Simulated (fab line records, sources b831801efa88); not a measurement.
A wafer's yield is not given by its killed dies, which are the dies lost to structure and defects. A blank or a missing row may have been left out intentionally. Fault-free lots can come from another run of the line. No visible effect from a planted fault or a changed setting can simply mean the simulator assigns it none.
Problem report in the 8D (eight disciplines) form, filled by code    flow gf180mcu    the parts of the form that need people (team, actions taken, sign-off) are left out

== 1. WHAT IS WRONG ==
DNWELL_TW at GF_DNWELL_TW_MEAS_09 reads a mean of 1222 on 6 wafers of 2 lots; wafers without a fault read 1353 with a standard deviation of 7.9. That puts it -17 standard deviations away from the usual mean.
Earliest sighting: wafer L420.1 on filmMetro-02 at day 5 04:29. The record has a number at this step for 42 wafers belonging to 14 lots. By rule, "out" or "out of limits" means more than 4 standard deviations away from the usual mean. Any other wafer with a number is counted as sound.

== 2. WHAT THIS IS AND IS NOT ==
question                     is                          is not
which readings at this step  DNWELL_TW                   -
which lots                   L420, L421                  L410, L411, L412, L413, L422, L423, L424, L425, L426, L427, L429, L432
which wafers of those lots   all that have a number      -
read on which gauges         filmMetro-01, filmMetro-02  filmMetro-04
when                         from day 5 04:29            up to then (12 sound wafers); but 24 sound wafers of L422, L423, L424, L425, L426, L427, L429, L432 came after

== 3. WHAT RULES OUT EACH SUSPECT ==
Counting: a tool at any process step up to the reading remains a suspect when it ran all the lots that are out and ran no sound lot after the first of those.
- the gauge at GF_DNWELL_TW_MEAS_09 is ruled out. 2 gauges (filmMetro-01, filmMetro-02) read the wafers that are out.
- implanter-04 at GF_DNWELL_IMPLANT_07: kept. Every lot that is out went through it, starting with L420 (day 5 04:14), and after that it ran no sound lot; the last sound lot it ran before then is L410 (day 2 23:53). On those wafers its own readings are out: doseIonsCm2, faradayCurrentUA.
After counting, what remains is implanter-04 at GF_DNWELL_IMPLANT_07.

== 4. THE CAUSE (what the simulator had put in) ==
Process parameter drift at GF_DNWELL_IMPLANT_07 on implanter-04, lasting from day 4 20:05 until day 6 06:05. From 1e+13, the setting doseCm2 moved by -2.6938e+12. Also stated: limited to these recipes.
Only this tool survived the counting.

== 5. THE CHAIN OF EFFECTS, in route order ==
Rows list readings where the struck wafers' mean (over those with a number) sits beyond 3 standard deviations from the usual. Only readings whose record carries a usual standard deviation are examined. hours: median over the lots of the time between each lot's start at the first step of this table that gives one and its start at this step. sigmas: the change, counted in usual standard deviations.
hours  step                  reading           usual      on struck wafers  change      sigmas
0      GF_DNWELL_IMPLANT_07  doseIonsCm2       9.997e+12  7.307e+12         -2.690e+12  -99 or more
0      GF_DNWELL_IMPLANT_07  faradayCurrentUA  56.4       41.1              -15.3       -13
0      GF_DNWELL_TW_MEAS_09  DNWELL_TW         1353       1222              -131        -17
The process steps in it:
- GF_DNWELL_IMPLANT_07
At these later measuring or inspecting steps, every struck wafer for which the step has a row has a number for every such reading, and none has moved that far: GF_VT_IMPLANT_OVL_MEAS_07.

== 6. HOW IT WOULD HAVE BEEN CAUGHT EARLIER ==
The first out-of-limits reading at a measuring or inspecting step in this record came at day 5 04:29, 8 hours after the fault's start at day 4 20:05.
Tool's own readings at GF_DNWELL_IMPLANT_07, doseIonsCm2, faradayCurrentUA: out on all struck wafers the step has rows for; an alarm limit on them would have tripped on the first.
Among the 2 lots that are out, L421 began GF_DNWELL_IMPLANT_07 on implanter-04 after day 5 04:29. A tool hold placed at that time would have kept it from harm.
